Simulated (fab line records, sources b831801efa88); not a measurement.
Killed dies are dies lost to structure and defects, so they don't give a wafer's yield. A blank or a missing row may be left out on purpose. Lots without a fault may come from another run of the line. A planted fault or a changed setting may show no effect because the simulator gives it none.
fab line records | flow sky130
record lots=6 wafers=18 last_day=50
route steps=708 shown SONOS_TUNNEL@160 SONOS_ONO@168 GATE_OXIDE@187 PAD_OPEN@708
lots that met no fault: from a run of the same line without faults
start_h: hours from the record's first day to the start of the lot's first wafer shown | wait_h: hours since the lot's step before | " the same as in the row above | L1.1+2: a row that stands for several wafers | - no value, or no start given | * or withheld: withheld | < > ~ a bound
route shown NAME@n: a module of which the file shows steps, and the number in the route of the first | usual: mean/standard deviation of fault-free wafers | same: alike in all rows | chamber/n: place in a boat | sites: the reading at each site | _std_site: their standard deviation | _edge_site: outer sites' mean less inner sites' | radius_mm: how far each site lies from the wafer's centre | mask NAME#n: copy n | behind: the tool/chamber that last shaped the wafer | hold: why the lot was held/for how many hours/how that ended | device: the transistor (n, p or np) that didn't switch | end of line: the same wafers' tests at the end of the route | a step without rows: its recipe alone | killed: dies lost to structure and defects at the first sort, not the wafer's yield | map: a wafer's dies, x killed, . not, _ none there
set.NAME: the setting as run; set.NAME@STEP: as run at that earlier step | model.NAME: the simulator's own value behind a step, which no gauge read
lots at some steps of the route; a table a step, a row a wafer
services: from which hour (start_h, from the record's first day; less than 0 if before it) a tool's chamber was out of use, for how many hours, and why
## steps
# step SKY_SONOS_TUNNEL_DEVELOP_06
# recipe resist=NOVOLAK developer=TMAH develop_time_s=60 dev_temp_c=23
# step SKY_SONOS_TUNNEL_CD_MEAS_07
# recipe target_cd_nm=410
# usual cd_nm=410.0/1.8
# columns lot.wafer tool chamber start_h wait_h cd_nm
L598.1 cd_sem-02 - 253.03 0.1 410.5
L598.3 " - " " 412.9
L598.5 " - " " 409.6
L600.1 cd_sem-02 - 261.88 0.1 409.6
L600.4 " - " " 408.7
L600.6 " - " " 406.8
L601.2 cd_sem-01 - 269.10 0.1 413.8
L601.4 " - " " 413.8
L601.6 " - " " 411.7
L611.1 cd_sem-01 - 347.84 0.1 410.2
L611.3 " - " " 412.6
L611.5 " - " " 410.6
L619.1 cd_sem-01 - 414.84 0.1 409.5
L619.2 " - " " 410.0
L619.6 " - " " 411.0
L620.2 cd_sem-02 - 426.54 0.1 408.8
L620.3 " - " " 408.4
L620.5 " - " " 408.9
# step SKY_SONOS_TUNNEL_OVL_MEAS_08
# usual SONOS_TUNNEL_OVL=0.6/1.4
# columns lot.wafer tool chamber start_h wait_h SONOS_TUNNEL_OVL[nm]
L598.1 overlay-01 - 253.15 0.1 0.7
L598.3 " - " " -0.3
L598.5 " - " " 0.1
L600.1 overlay-02 - 262.00 0.1 0.9
L600.4 " - " " 0.5
L600.6 " - " " 0.1
L601.2 overlay-02 - 269.20 0.1 -3.4
L601.4 " - " " -1.6
L601.6 " - " " -1.8
L611.1 overlay-01 - 347.96 0.1 1.4
L611.3 " - " " 2.2
L611.5 " - " " 1.2
L619.1 overlay-02 - 414.96 0.1 -1.5
L619.2 " - " " -0.7
L619.6 " - " " -1.5
L620.2 overlay-01 - 426.65 0.1 2.8
L620.3 " - " " 3.6
L620.5 " - " " 4.6
# step SKY_SONOS_TUNNEL_IMPLANT_09
# recipe species=B energy_kev=20 dose_cm2=1e+12 tilt_deg=withheld
# step SKY_SONOS_TUNNEL_WET_ETCH_10
# recipe chemistry=dHF target_depth_nm=14 target=SiO2 dilution=100:1 temp_c=25 time_s=280
# step SKY_SONOS_TUNNEL_STRIP_11
# recipe chemistry=SPM time_s=600 temp_c=130
# step SKY_SONOS_TUNNEL_TW_MEAS_12
# usual SONOS_TUNNEL_TW=197.1/1.8
# columns lot.wafer tool chamber start_h wait_h SONOS_TUNNEL_TW
L598.1 film_metro-04 - 253.61 0.0 198.7
L598.3 " - " " 198.1
L598.5 " - " " 197.2
L600.1 film_metro-03 - 262.45 0.0 196.8
L600.4 " - " " 198.2
L600.6 " - " " 198.4
L601.2 film_metro-03 - 269.66 0.0 198.2
L601.4 " - " " 199.2
L601.6 " - " " 199.8
L611.1 film_metro-01 - 348.42 0.0 195.2
L611.3 " - " " 194.7
L611.5 " - " " 195.6
L619.1 film_metro-03 - 415.40 0.0 199.5
L619.2 " - " " 198.7
L619.6 " - " " 197.3
L620.2 film_metro-04 - 427.11 0.0 197.7
L620.3 " - " " 197.7
L620.5 " - " " 197.3
# step SKY_SONOS_TUNNEL_CLEAN_13
# recipe chemistry=dHF time_s=20 dilution=100:1 dry=ipa_marangoni
# step SKY_SONOS_ONO_OXIDATION_00
# recipe temp_c=800 ambient=O2 idle_temp_c=700 ramp_up_c_per_min=10 ramp_down_c_per_min=3 stabilise_s=600 purge_s=300 target_thk_a=26 ox_time_s=1249
# step SKY_SONOS_ONO_THK_MEAS_01
# recipe reads=SiO2_of_SONOS_ONO_OXIDATION_00
# usual SONOS_ONO_OXIDATION_THK=2.60/0.056
# columns lot.wafer tool chamber start_h wait_h SONOS_ONO_OXIDATION_THK[nm]
L598.1 film_metro-02 - 255.65 0.0 2.52
L598.3 " - " " 2.58
L598.5 " - " " 2.57
L600.1 film_metro-02 - 264.80 0.0 2.63
L600.4 " - " " 2.68
L600.6 " - " " 2.67
L601.2 film_metro-01 - 271.74 0.0 2.63
L601.4 " - " " 2.60
L601.6 " - " " 2.71
L611.1 film_metro-03 - 350.80 0.0 2.52
L611.3 " - " " 2.56
L611.5 " - " " 2.53
L619.1 film_metro-03 - 418.62 0.0 2.69
L619.2 " - " " 2.68
L619.6 " - " " 2.65
L620.2 film_metro-03 - 428.84 0.0 2.69
L620.3 " - " " 2.60
L620.5 " - " " 2.64
# step SKY_SONOS_ONO_CVD_02
# recipe material=Si3N4 precursor=DCS/NH3 target_thk_nm=10.5 temp_c=770 time_s=180 pressure_mtorr=250
# step SKY_SONOS_ONO_THK_MEAS_03
# recipe reads=Si3N4_of_SONOS_ONO_CVD_02
# usual SONOS_ONO_CVD_02_THK=10.55/0.13
# columns lot.wafer tool chamber start_h wait_h SONOS_ONO_CVD_02_THK[nm]
L598.1 film_metro-03 - 256.76 0.0 10.47
L598.3 " - " " 10.50
L598.5 " - " " 10.43
L600.1 film_metro-03 - 266.55 0.0 10.49
L600.4 " - " " 10.49
L600.6 " - " " 10.52
L601.2 film_metro-01 - 272.85 0.0 10.61
L601.4 " - " " 10.47
L601.6 " - " " 10.52
L611.1 film_metro-03 - 352.95 0.0 10.47
L611.3 " - " " 10.74
L611.5 " - " " 10.62
L619.1 film_metro-01 - 424.40 0.0 10.62
L619.2 " - " " 10.61
L619.6 " - " " 10.48
L620.2 film_metro-03 - 435.19 0.0 10.52
L620.3 " - " " 10.63
L620.5 " - " " 10.55
# step SKY_SONOS_ONO_CVD_04
# recipe material=SiO2 precursor=SiH4/N2O target_thk_nm=5.7199 temp_c=900 pressure_mtorr=400
# usual zone_power_bottom_pct=26.1/0.33 zone_power_centre_pct=19.7/1.4
# columns lot.wafer tool chamber start_h wait_h zone_power_bottom_pct zone_power_centre_pct
L598.1 lpcvd-03 0 256.82 0.1 25.9 17.6
L598.3 " 0 " " 25.7 17.9
L598.5 " 0 " " 26.3 17.8
L600.1 lpcvd-03 1 266.61 0.1 26.1 21.0
L600.4 " 1 " " 26.2 20.9
L600.6 " 1 " " 26.0 20.6
L601.2 lpcvd-03 1 272.90 0.0 26.2 20.9
L601.4 " 1 " " 26.3 21.0
L601.6 " 1 " " 26.9 21.3
L611.1 lpcvd-03 1 353.01 0.1 26.2 20.7
L611.3 " 1 " " 26.1 20.5
L611.5 " 1 " " 26.1 20.7
L619.1 lpcvd-03 0 424.46 0.1 25.7 18.1
L619.2 " 0 " " 25.5 18.0
L619.6 " 0 " " 26.1 17.8
L620.2 lpcvd-03 0 435.24 0.0 26.0 18.2
L620.3 " 0 " " 25.8 18.0
L620.5 " 0 " " 26.0 17.9
# step SKY_SONOS_ONO_THK_MEAS_05
# recipe reads=SiO2_of_SONOS_ONO_CVD_04
# usual SONOS_ONO_CVD_04_THK=5.75/0.11
# columns lot.wafer tool chamber start_h wait_h SONOS_ONO_CVD_04_THK[nm]
L598.1 film_metro-01 - 258.70 0.0 5.89
L598.3 " - " " 5.90
L598.5 " - " " 5.82
L600.1 film_metro-03 - 267.86 0.0 5.80
L600.4 " - " " 5.76
L600.6 " - " " 5.78
L601.2 film_metro-03 - 274.16 0.0 5.71
L601.4 " - " " 5.81
L601.6 " - " " 5.67
L611.1 film_metro-03 - 354.26 0.0 5.86
L611.3 " - " " 5.89
L611.5 " - " " 5.85
L619.1 film_metro-03 - 426.33 0.0 5.81
L619.2 " - " " 5.70
L619.6 " - " " 5.77
L620.2 film_metro-03 - 436.50 0.0 5.57
L620.3 " - " " 5.60
L620.5 " - " " 5.49
# step SKY_SONOS_ONO_DEHYDRATE_06
# recipe temp_c=200 time_s=60
# step SKY_SONOS_ONO_HMDS_07
# recipe prime_time_s=60 prime_temp_c=120
# step SKY_SONOS_ONO_COAT_08
# recipe resist=NOVOLAK spin_rpm=3000 resist_thk_nm=1140
# step SKY_SONOS_ONO_SOFTBAKE_09
# recipe temp_c=90 time_s=60 resist=NOVOLAK
# step SKY_SONOS_ONO_EXPOSE_10
# recipe mask_id=ONOM target_cd_nm=410 na=0.6 source_shape=conventional sigma_outer=0.6 dose_mj=150
# step SKY_SONOS_ONO_PEB_11
# recipe temp_c=withheld time_s=* resist=NOVOLAK
# step SKY_SONOS_ONO_DEVELOP_12
# recipe develop_time_s=60 dev_temp_c=23
# step SKY_SONOS_ONO_CD_MEAS_13
# recipe target_cd_nm=410
# usual cd_nm=410.0/2.4
# columns lot.wafer tool chamber start_h wait_h cd_nm
L598.1 cd_sem-02 - 283.14 0.1 410.6
L598.3 " - " " 408.0
L598.5 " - " " 410.7
L600.1 cd_sem-02 - 292.69 0.1 408.7
L600.4 " - " " 408.1
L600.6 " - " " 410.9
L601.2 cd_sem-02 - 299.61 0.1 409.3
L601.4 " - " " 411.4
L601.6 " - " " 412.2
L611.1 cd_sem-01 - 382.53 0.1 412.6
L611.3 " - " " 412.0
L611.5 " - " " 413.4
L619.1 cd_sem-02 - 457.14 0.1 410.1
L619.2 " - " " 410.8
L619.6 " - " " 413.8
L620.2 cd_sem-01 - 467.21 0.1 409.4
L620.3 " - " " 408.9
L620.5 " - " " 408.0
# step SKY_SONOS_ONO_OVL_MEAS_14
# usual SONOS_ONO_OVL=-0.1/1.4
# columns lot.wafer tool chamber start_h wait_h SONOS_ONO_OVL[nm]
L598.1 overlay-01 - 283.26 0.1 -0.1
L598.3 " - " " 2.0
L598.5 " - " " 1.5
L600.1 overlay-02 - 292.81 0.1 0.5
L600.4 " - " " -1.2
L600.6 " - " " 0.2
L601.2 overlay-02 - 299.71 0.1 -0.7
L601.4 " - " " -0.3
L601.6 " - " " 0.9
L611.1 overlay-02 - 382.65 0.1 -2.0
L611.3 " - " " -0.8
L611.5 " - " " -0.9
L619.1 overlay-01 - 457.26 0.1 -0.1
L619.2 " - " " 0.3
L619.6 " - " " 1.6
L620.2 overlay-01 - 467.31 0.1 -0.3
L620.3 " - " " 1.8
L620.5 " - " " -1.3
# step SKY_SONOS_ONO_ETCH_15
# recipe target_depth_nm=19.52 chemistry=CHF3/O2 source_w=600 bias_w=200 pressure_mtorr=40 chf3_flow_sccm=50 O2_flow_sccm=5 time_s=7.8
# usual chf3_flow_sccm=50.02/0.15 drypump_motor_current_A=5.8/0.43 oes_product_au=1.003/0.0089 throttle_valve_pct=8.826/0.0087
# columns lot.wafer tool chamber start_h wait_h chf3_flow_sccm drypump_motor_current_A oes_product_au rf_hours_counter_h throttle_valve_pct
L598.1 rie_diel-02 0 283.30 0.0 50.15 6.1 0.999 116 8.829
L598.3 " 1 " " 50.01 6.4 1.006 45 8.844
L598.5 " 3 " " 49.68 5.8 0.999 - 8.818
L600.1 rie_diel-02 3 292.85 0.0 49.95 5.8 1.000 109 8.833
L600.4 " 2 " " 49.92 6.1 1.010 2 8.830
L600.6 " 0 " " 50.11 6.1 1.014 - 8.820
L601.2 rie_diel-02 3 299.74 0.0 49.85 5.8 1.001 109 8.828
L601.4 " 0 " " 50.05 6.1 1.006 116 8.832
L601.6 " 3 " " 49.92 5.8 0.998 - 8.827
L611.1 rie_diel-02 3 382.69 0.0 50.03 5.8 1.009 110 8.826
L611.3 " 2 " " 50.00 6.1 1.008 4 8.835
L611.5 " 2 " " 50.14 6.1 1.023 - 8.830
L619.1 rie_diel-02 3 457.30 0.0 49.69 5.8 0.999 1 8.822
L619.2 " 0 " " 50.21 6.1 1.007 1 8.824
L619.6 " 0 " " 50.21 6.1 0.997 - 8.815
L620.2 rie_diel-02 3 467.34 0.0 49.95 5.8 1.011 1 8.826
L620.3 " 1 " " 50.19 6.4 1.007 49 8.847
L620.5 " 2 " " 49.95 6.1 0.999 - 8.813
# step SKY_SONOS_ONO_WET_ETCH_16
# recipe chemistry=dHF target_depth_nm=14 dry=n2_spin target=SiO2 dilution=100:1 temp_c=25 time_s=280
# step SKY_SONOS_ONO_STRIP_17
# recipe chemistry=O2/N2 power_w=1400 pressure_mtorr=1500 platen_temp_c=withheld o2_flow_sccm=3000 n2_flow_sccm=300 overash_fraction=0.5
# usual drypump_motor_current_A=5.86/0.27 oes_product_au=0.710/0.0044 strip_time_to_endpoint_s=14.11/0.045
# columns lot.wafer tool chamber start_h wait_h drypump_motor_current_A oes_product_au rf_hours_counter_h strip_time_to_endpoint_s
L598.1 plasma_asher-02 1 283.41 0.0 5.68 0.711 62 14.13
L598.3 " 1 " " 5.68 0.710 - 14.10
L598.5 " 0 " " 6.08 0.711 - 14.11
L600.1 plasma_asher-03 1 292.97 0.0 5.61 0.711 18 14.14
L600.4 " 0 " " 5.50 0.702 - 14.11
L600.6 " 0 " " 5.52 0.707 - 14.14
L601.2 plasma_asher-03 1 299.86 0.0 5.60 0.710 19 14.11
L601.4 " 0 " " 5.57 0.703 - 14.11
L601.6 " 0 " " 5.54 0.706 - 14.12
L611.1 plasma_asher-02 0 382.80 0.0 6.06 0.716 72 14.09
L611.3 " 1 " " 5.64 0.709 - 14.05
L611.5 " 1 " " 5.66 0.709 - 14.08
L619.1 plasma_asher-03 1 457.49 0.0 5.58 0.707 35 14.13
L619.2 " 0 " " 5.53 0.706 35 14.11
L619.6 " 1 " " 5.61 0.709 - 14.16
L620.2 plasma_asher-03 1 467.46 0.0 5.61 0.699 36 14.12
L620.3 " 0 " " 5.52 0.709 - 14.10
L620.5 " 1 " " 5.59 0.714 - 14.08
# step SKY_SONOS_ONO_WET_ETCH_18
# recipe chemistry=H3PO4 target_depth_nm=15 target=Si3N4 temp_c=160 time_s=172
# step SKY_GATE_OXIDE_CLEAN_00
# recipe chemistry=SC1/SC2 mix=1:4:20 temp_c=70 time_s=150 dry=n2_spin
# step SKY_GATE_OXIDE_OXIDATION_01
# recipe temp_c=900 ambient=O2 stabilise_s=600 purge_s=300 target_thk_a=102.68 ox_time_s=1473
# step SKY_GATE_OXIDE_THK_MEAS_02
# recipe reads=SiO2_of_GATE_OXIDE_OXIDATION_01
# usual GATE_OXIDE_OXIDATION_00_THK=10.26/0.17
# columns lot.wafer tool chamber start_h wait_h GATE_OXIDE_OXIDATION_00_THK[nm]
L598.1 film_metro-01 - 285.47 0.0 10.42
L598.3 " - " " 10.28
L598.5 " - " " 10.21
L600.1 film_metro-02 - 294.59 0.0 10.09
L600.4 " - " " 10.14
L600.6 " - " " 10.15
L601.2 film_metro-01 - 303.69 0.0 10.08
L601.4 " - " " 10.08
L601.6 " - " " 10.16
L611.1 film_metro-04 - 385.59 0.0 10.28
L611.3 " - " " 10.20
L611.5 " - " " 10.03
L619.1 film_metro-02 - 460.66 0.0 10.31
L619.2 " - " " 10.39
L619.6 " - " " 10.36
L620.2 film_metro-01 - 470.08 0.0 10.51
L620.3 " - " " 10.39
L620.5 " - " " 10.59
# step SKY_GATE_OXIDE_DEHYDRATE_03
# recipe temp_c=200 time_s=60
# step SKY_GATE_OXIDE_HMDS_04
# recipe prime_time_s=60 prime_temp_c=120
# step SKY_GATE_OXIDE_COAT_05
# recipe resist=NOVOLAK spin_rpm=3000 resist_thk_nm=1140
# step SKY_GATE_OXIDE_SOFTBAKE_06
# recipe temp_c=90 time_s=60 resist=NOVOLAK
# step SKY_GATE_OXIDE_EXPOSE_07
# recipe mask_id=LVOM na=0.6 source_shape=conventional sigma_outer=0.6 polarization=unpolarized target_cd_nm=600 dose_mj=170
# step SKY_GATE_OXIDE_PEB_08
# recipe temp_c=withheld time_s=* resist=NOVOLAK
# step SKY_GATE_OXIDE_DEVELOP_09
# recipe resist=NOVOLAK developer=TMAH develop_time_s=60 dev_temp_c=23
# step SKY_GATE_OXIDE_OVL_MEAS_10
# usual GATE_OXIDE_OVL=1.4/1.5
# columns lot.wafer tool chamber start_h wait_h GATE_OXIDE_OVL[nm]
L598.1 overlay-02 - 310.63 0.1 -0.5
L598.3 " - " " 0.0
L598.5 " - " " 1.9
L600.1 overlay-02 - 320.08 0.1 1.0
L600.4 " - " " 0.0
L600.6 " - " " 0.9
L601.2 overlay-01 - 329.50 0.1 -0.6
L601.4 " - " " -1.0
L601.6 " - " " 1.6
L611.1 overlay-01 - 414.98 0.1 1.0
L611.3 " - " " 1.4
L611.5 " - " " -0.2
L619.1 overlay-02 - 491.29 0.1 0.2
L619.2 " - " " 1.9
L619.6 " - " " 0.0
L620.2 overlay-02 - 499.98 0.1 -0.7
L620.3 " - " " -1.2
L620.5 " - " " -1.0
# step SKY_GATE_OXIDE_IMPLANT_11
# recipe species=B energy_kev=10 dose_cm2=2.6e+12 tilt_deg=withheld
# step SKY_GATE_OXIDE_WET_ETCH_12
# recipe chemistry=dHF target_depth_nm=16.8 dry=n2_spin target=SiO2 dilution=100:1 temp_c=25 time_s=336
# step SKY_GATE_OXIDE_STRIP_13
# recipe chemistry=O2/N2 power_w=1400 pressure_mtorr=1500 platen_temp_c=withheld o2_flow_sccm=3000 n2_flow_sccm=300 overash_fraction=0.5
# usual drypump_motor_current_A=5.8/0.42 oes_product_au=0.716/0.0045 strip_time_to_endpoint_s=14.19/0.037
# columns lot.wafer tool chamber start_h wait_h drypump_motor_current_A oes_product_au rf_hours_counter_h strip_time_to_endpoint_s
L598.1 plasma_asher-03 1 310.91 0.0 5.6 0.720 20 14.14
L598.3 " 0 " " 5.6 0.708 - 14.15
L598.5 " 0 " " 5.5 0.716 - 14.19
L600.1 plasma_asher-04 0 320.36 0.0 6.2 0.711 48 14.22
L600.4 " 0 " " 6.2 0.722 - 14.22
L600.6 " 1 " " 6.1 0.709 - 14.22
L601.2 plasma_asher-01 1 329.78 0.0 5.9 0.714 64 14.27
L601.4 " 0 " " 5.0 0.722 - 14.24
L601.6 " 1 " " 5.9 0.709 - 14.25
L611.1 plasma_asher-01 0 415.27 0.0 5.0 0.726 71 14.24
L611.3 " 1 " " 5.9 0.713 - 14.23
L611.5 " 1 " " 5.9 0.712 - 14.23
L619.1 plasma_asher-03 1 491.58 0.0 5.6 0.712 39 14.23
L619.2 " 0 " " 5.5 0.713 39 14.21
L619.6 " 1 " " 5.6 0.715 - 14.17
L620.2 plasma_asher-04 0 500.38 0.0 6.2 0.707 66 14.20
L620.3 " 1 " " 6.1 0.712 - 14.17
L620.5 " 0 " " 6.2 0.714 - 14.17
# step SKY_GATE_OXIDE_TW_MEAS_14
# usual GATE_OXIDE_TW=224.4/2.8
# columns lot.wafer tool chamber start_h wait_h GATE_OXIDE_TW
L598.1 film_metro-04 - 311.01 0.1 225.4
L598.3 " - " " 225.4
L598.5 " - " " 225.5
L600.1 film_metro-04 - 320.46 0.1 222.6
L600.4 " - " " 224.4
L600.6 " - " " 224.7
L601.2 film_metro-02 - 329.89 0.1 229.4
L601.4 " - " " 230.1
L601.6 " - " " 228.6
L611.1 film_metro-04 - 415.37 0.1 224.3
L611.3 " - " " 224.1
L611.5 " - " " 224.6
L619.1 film_metro-04 - 491.68 0.1 225.4
L619.2 " - " " 225.2
L619.6 " - " " 224.4
L620.2 film_metro-01 - 500.49 0.1 221.5
L620.3 " - " " 219.9
L620.5 " - " " 222.5
# step SKY_PAD_OPEN_PROBE_99
# usual killed_at_M0_to_M3=44/7.2 killed_at_M4_up=3.5/1.8 killed_at_contacts=25/5.1 killed_at_front_end=14/4.4 killed_at_other=0.4/0.58 killed_dies=87/9.1 killed_open=48/6.9 killed_short=38/6.3
# same gross_dies=492 killed_at_back_side=0
# columns lot.wafer tool chamber start_h wait_h killed_at_M0_to_M3 killed_at_M4_up killed_at_contacts killed_at_front_end killed_at_other killed_dies killed_open killed_short
L598.1 prober-02 - 1077.20 0.1 40 5 24 14 0 83 56 27
L598.3 prober-02 - 1077.30 0.2 59 1 32 11 1 104 58 46
L598.5 prober-02 - 1077.40 0.2 33 1 23 4 0 61 34 27
L600.1 prober-02 - 1086.98 0.1 46 2 22 14 0 84 41 43
L600.4 prober-02 - 1087.13 0.2 45 2 18 28 0 93 47 46
L600.6 prober-02 - 1087.23 0.2 49 2 25 20 0 96 53 43
L601.2 prober-01 - 1091.60 0.1 39 4 14 18 1 76 37 38
L601.4 prober-01 - 1091.70 0.2 51 7 23 15 0 96 46 50
L601.6 prober-01 - 1091.80 0.2 46 5 19 12 1 83 38 45
L611.1 prober-02 - 1150.80 0.1 38 1 18 12 0 69 38 31
L611.3 prober-02 - 1150.90 0.2 45 3 20 19 0 87 55 31
L611.5 prober-02 - 1151.00 0.2 46 1 15 12 0 74 50 24
L619.1 prober-02 - 1194.65 0.1 44 1 18 82 0 145 42 32
L619.2 prober-02 - 1194.70 0.1 39 3 23 78 0 143 46 28
L619.6 prober-02 - 1194.90 0.2 22 5 25 84 2 138 41 28
L620.2 prober-01 - 1195.91 0.1 50 7 23 77 0 157 47 44
L620.3 prober-01 - 1195.96 0.2 58 2 27 71 0 158 56 43
L620.5 prober-01 - 1196.06 0.2 43 3 23 79 0 148 61 25
# killed by level:class
L598.1 VIA1:geometric_particle:open=11 LI_CONTACT:geometric_particle:open=10 VIA3:geometric_particle:open=10 CONTACT:geometric_particle:open=8 VIA2:geometric_particle:open=8 VIA1:geometric_particle:short=4 FIELD_ISO:geometric_particle:short=3 POLY_GATE:geometric_particle:short=3
L598.3 VIA1:geometric_particle:open=14 CONTACT:geometric_particle:open=13 LI_CONTACT:geometric_particle:open=10 METAL2:geometric_particle:short=7 VIA2:geometric_particle:open=6 CONTACT:geometric_particle:short=6 VIA1:geometric_particle:short=6 VIA3:geometric_particle:open=6
L598.5 VIA1:geometric_particle:open=8 LI_CONTACT:geometric_particle:open=7 VIA3:geometric_particle:open=7 LOCAL_INTERCONNECT:geometric_particle:short=6 METAL1:geometric_particle:short=5 LI_CONTACT:geometric_particle:short=3 LOCAL_INTERCONNECT:geometric_particle:open=3 CONTACT:geometric_particle:short=3
L600.1 VIA1:geometric_particle:open=11 CONTACT:geometric_particle:open=10 METAL1:geometric_particle:short=9 FIELD_ISO:geometric_particle:short=7 LI_CONTACT:geometric_particle:open=5 METAL3:geometric_particle:short=5 METAL2:geometric_particle:short=5 FIELD_ISO:geometric_particle:open=4
L600.4 VIA1:geometric_particle:open=11 FIELD_ISO:geometric_particle:short=7 POLY_GATE:geometric_particle:short=7 METAL2:geometric_particle:short=7 VIA3:geometric_particle:open=7 FIELD_ISO:geometric_particle:open=6 CONTACT:geometric_particle:open=6 METAL1:geometric_particle:short=5
L600.6 CONTACT:geometric_particle:open=10 VIA3:geometric_particle:open=9 VIA2:geometric_particle:open=8 METAL1:geometric_particle:short=7 VIA1:geometric_particle:open=7 METAL2:geometric_particle:short=6 LI_CONTACT:geometric_particle:open=6 FIELD_ISO:geometric_particle:short=5
L601.2 VIA1:geometric_particle:open=11 METAL2:geometric_particle:short=10 FIELD_ISO:geometric_particle:open=7 METAL1:geometric_particle:short=6 POLY_GATE:geometric_particle:open=4 METAL4:geometric_particle:short=4 LI_CONTACT:geometric_particle:open=4 VIA2:geometric_particle:open=4
L601.4 METAL2:geometric_particle:short=12 CONTACT:geometric_particle:short=8 VIA2:geometric_particle:open=8 VIA1:geometric_particle:open=7 VIA3:geometric_particle:open=7 POLY_GATE:geometric_particle:short=5 LI_CONTACT:geometric_particle:open=5 METAL4:geometric_particle:short=5
L601.6 VIA1:geometric_particle:open=13 VIA1:geometric_particle:short=6 CONTACT:geometric_particle:open=5 METAL1:geometric_particle:short=5 VIA2:geometric_particle:open=5 LI_CONTACT:geometric_particle:open=4 LOCAL_INTERCONNECT:geometric_particle:short=4 METAL2:geometric_particle:short=4
L611.1 CONTACT:geometric_particle:open=10 METAL2:geometric_particle:short=7 VIA1:geometric_particle:open=7 FIELD_ISO:geometric_particle:short=5 LI_CONTACT:geometric_particle:open=5 VIA1:geometric_particle:short=5 FIELD_ISO:geometric_particle:open=4 METAL1:geometric_particle:short=4
L611.3 VIA1:geometric_particle:open=10 CONTACT:geometric_particle:open=10 VIA3:geometric_particle:open=9 FIELD_ISO:geometric_particle:short=7 VIA2:geometric_particle:open=7 METAL2:geometric_particle:short=6 FIELD_ISO:geometric_particle:open=5 LI_CONTACT:geometric_particle:open=4
L611.5 VIA1:geometric_particle:open=12 CONTACT:geometric_particle:open=8 VIA2:geometric_particle:open=6 LI_CONTACT:geometric_particle:open=5 VIA3:geometric_particle:short=5 POLY_GATE:geometric_particle:open=4 METAL1:geometric_particle:short=4 VIA2:geometric_particle:short=4
L619.1 SONOS_ONO:unspecified=71 VIA1:geometric_particle:open=11 VIA2:geometric_particle:open=8 CONTACT:geometric_particle:open=8 METAL1:geometric_particle:short=7 LI_CONTACT:geometric_particle:open=5 VIA3:geometric_particle:open=5 METAL2:geometric_particle:short=4
L619.2 SONOS_ONO:unspecified=69 LI_CONTACT:geometric_particle:open=12 VIA1:geometric_particle:open=12 VIA1:geometric_particle:short=8 CONTACT:geometric_particle:open=7 VIA2:geometric_particle:open=5 FIELD_ISO:geometric_particle:short=4 METAL2:geometric_particle:short=4
L619.6 SONOS_ONO:unspecified=69 CONTACT:geometric_particle:open=9 LI_CONTACT:geometric_particle:open=8 FIELD_ISO:geometric_particle:short=7 CONTACT:geometric_particle:short=4 VIA1:geometric_particle:open=4 VIA2:geometric_particle:open=4 METAL2:geometric_particle:short=3
L620.2 SONOS_ONO:unspecified=66 VIA1:geometric_particle:open=14 LI_CONTACT:geometric_particle:open=8 VIA3:geometric_particle:open=8 LOCAL_INTERCONNECT:geometric_particle:short=7 METAL4:geometric_particle:short=6 CONTACT:geometric_particle:open=6 VIA1:geometric_particle:short=6
L620.3 SONOS_ONO:unspecified=59 VIA1:geometric_particle:open=16 CONTACT:geometric_particle:open=11 VIA2:geometric_particle:open=10 METAL2:geometric_particle:short=7 LI_CONTACT:geometric_particle:open=6 VIA2:geometric_particle:short=6 LI_CONTACT:geometric_particle:short=4
L620.5 SONOS_ONO:unspecified=62 CONTACT:geometric_particle:open=13 VIA1:geometric_particle:open=13 VIA3:geometric_particle:open=8 LI_CONTACT:geometric_particle:open=7 FIELD_ISO:geometric_particle:open=5 POLY_GATE:geometric_particle:open=5 POLY_GATE:geometric_particle:short=4
# map L619.1 (x killed, . not)
__________....x..x.._________
________x.....x......._______
______.....x............_____
_____......xx..x.x.......____
____.......x.x.x...xx.....___
___......x...xxxxxxxxxxx.x.__
__...x...x..x.xxxxxxxxx....._
_...........xxxxxxxxxx.x..xx.
_x.........x..xxxxxxxxxx..x..
_.x.x.x.x...xxxxxxxxxx.......
_......x..xx..xxxxxxx.xxx....
_.x......x.....xxxx.xxx......
_.x.x.x.........xx.x.xxx..x..
_..x.......xx..x..x.........x
_....x............x.....x..x.
__.x.x........x.......x....._
___x............x.........x__
____..x..x......x.......x.___
_____.....xx...x.........____
______.xx...x........x.._____
________xx..x........x_______
__________xx........_________
# map L620.3 (x killed, . not)
__________...x...xx._________
________.xxxx...x....._______
______............x.x..x_____
_____.........x..xx....x.____
____.....x.x.x...x.x..x...___
___......x...x.xxxxxx.x....__
__.........x..xxxxxxxxx.x..x_
_x......x.....xxxxxxxxxx.....
_x..........xx.xxxxxxxx..xx..
_.....x..x...xxxxxxxxx.x....x
_.x.....xx.x.xxxxxxxxx.x...x.
_..x...x.x.x.xx.xxxxx..x.x..x
_.x.x.x.......x..xx........x.
_....x.x...x.....x.x.x.xx....
_..x...x...x......x..x......x
__.x......x......x.........._
___..x...x...........x...x.__
____x.......x...x.xx......___
_____.xx..x......x.x..xx.____
______.....x...........x_____
________x.....x..x...._______
__________..x...xx.x_________
## services
# columns tool chamber start_h hours kind
lpcvd-03 - 244.92 1.6 repair
rie_diel-02 2 274.83 8.5 repair
rie_diel-02 0 351.10 - clean
rie_diel-02 0 351.10 14.3 scheduled_down
rie_diel-02 0 351.10 14.3 vent_cycle
plasma_asher-01 - 360.48 13.5 repair
rie_diel-02 - 376.44 2.8 pm
plasma_asher-01 - 383.41 2.2 repair
rie_diel-02 3 390.19 - clean
rie_diel-02 3 390.19 24.3 scheduled_down
rie_diel-02 3 390.19 24.3 vent_cycle
rie_diel-02 2 403.10 6.5 repair
plasma_asher-04 - 407.02 2.8 pm
rie_diel-02 0 410.08 7.1 repair
plasma_asher-02 - 415.73 0.4 repair
plasma_asher-01 - 421.25 9.0 pm
plasma_asher-01 0 421.25 9.0 vent_cycle
plasma_asher-01 1 421.25 9.0 vent_cycle
plasma_asher-01 0 430.25 - clean
plasma_asher-01 1 430.25 - clean
plasma_asher-04 - 446.33 1.2 repair
plasma_asher-01 - 473.14 2.8 pm
plasma_asher-04 - 491.16 0.8 repair
## key
first_sign step=SKY_PAD_OPEN_PROBE_99 reading=killed_at_front_end direction=up sigmas=15 usual=14 struck=78
effect step=SKY_PAD_OPEN_PROBE_99 reading=killed_dies direction=up sigmas=6.8 usual=87 struck=148
met_at SKY_SONOS_ONO_CVD_04
struck_wafers L619.1,L619.2,L619.6,L620.2,L620.3,L620.5
tester_left_out L619,L620
onset_between 256.82 424.46
also_fits time
fault kind=chamber_particle_source tool=lpcvd-03 chamber=0 onset_h=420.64 steps=SKY_SONOS_ONO_CVD_04 rate_per_visit_cm2=1.7374 end_h=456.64
# tester_left_out: of these lots the tester's yield and bins aren't shown, on N5 and GAA mostly nor the transistor test; their killed dies are dies lost to structure and defects alone, not to doping, threshold or leakage, so they don't give the yield
